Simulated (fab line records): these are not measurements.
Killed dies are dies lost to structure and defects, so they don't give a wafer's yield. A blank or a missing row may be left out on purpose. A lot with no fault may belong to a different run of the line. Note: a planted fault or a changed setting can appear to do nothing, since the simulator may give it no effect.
Matching of chambers || flow sky130 || cmp-01 running SKY_VIA3_CMP_02: 4 sister chambers
The step polishes SiO2. 8 wafers are shown with their chamber, then 9 later ones without.

== WAFERS, EACH WITH ITS CHAMBER ==
{"wafer": "L831.3", "chamber": 0, "motor-current-A (A)": 13.9}
{"wafer": "L834.1", "chamber": 0, "motor-current-A (A)": 14.0}
{"wafer": "L838.5", "chamber": 2, "motor-current-A (A)": 13.3}
{"wafer": "L841.2", "chamber": 2, "motor-current-A (A)": 12.2}
{"wafer": "L841.4", "chamber": 1, "motor-current-A (A)": 14.4}
{"wafer": "L843.1", "chamber": 1, "motor-current-A (A)": 14.8}
{"wafer": "L843.3", "chamber": 3, "motor-current-A (A)": 12.3}
{"wafer": "L843.5", "chamber": 3, "motor-current-A (A)": 12.8}

== WAFERS MISSING THEIR CHAMBER ==
{"wafer": "L844.2", "motor-current-A (A)": 13.7}
{"wafer": "L844.3", "motor-current-A (A)": 14.6}
{"wafer": "L844.6", "motor-current-A (A)": 14.9}
{"wafer": "L845.4", "motor-current-A (A)": 12.1}
{"wafer": "L845.5", "motor-current-A (A)": 12.1}
{"wafer": "L845.6", "motor-current-A (A)": 12.6}
{"wafer": "L851.2", "motor-current-A (A)": 12.1}
{"wafer": "L851.5", "motor-current-A (A)": 12.4}
{"wafer": "L851.6", "motor-current-A (A)": 14.7}

== THE CHAMBER EACH PASSED THROUGH ==
{"wafer": "L844.2", "from the rows above": "can't be placed: 0 or 1 or 2 or 3", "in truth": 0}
{"wafer": "L844.3", "from the rows above": "can't be placed: 1 or 0", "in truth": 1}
{"wafer": "L844.6", "from the rows above": "can't be placed: 1 or 0", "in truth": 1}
{"wafer": "L845.4", "from the rows above": "can't be placed: 3 or 2", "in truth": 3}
{"wafer": "L845.5", "from the rows above": "can't be placed: 3 or 2", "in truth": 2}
{"wafer": "L845.6", "from the rows above": "can't be placed: 3 or 2", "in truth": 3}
{"wafer": "L851.2", "from the rows above": "can't be placed: 3 or 2", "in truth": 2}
{"wafer": "L851.5", "from the rows above": "can't be placed: 3 or 2", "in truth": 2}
{"wafer": "L851.6", "from the rows above": "can't be placed: 1 or 0", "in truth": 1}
0 of 9 placed correctly. Cannot be placed on the basis of these rows: 9; the candidates contain the true chamber in 9. Placed wrongly: 0.
How it was worked out, from the rows above alone: a wafer's distance from a chamber is the root of the sum, over the readings, of the square of ((its reading less the chamber's mean) divided by the reading's scatter). If the next closest chamber is less than 2 further off than the closest, the wafer can't be placed; otherwise it belongs to the closest. For every chamber, the mean is computed from those of its wafers that are shown. The scatter: take each reading less its chamber's mean, square it, sum over the shown wafers, divide by the number of wafers less the number of chambers, and take the root.
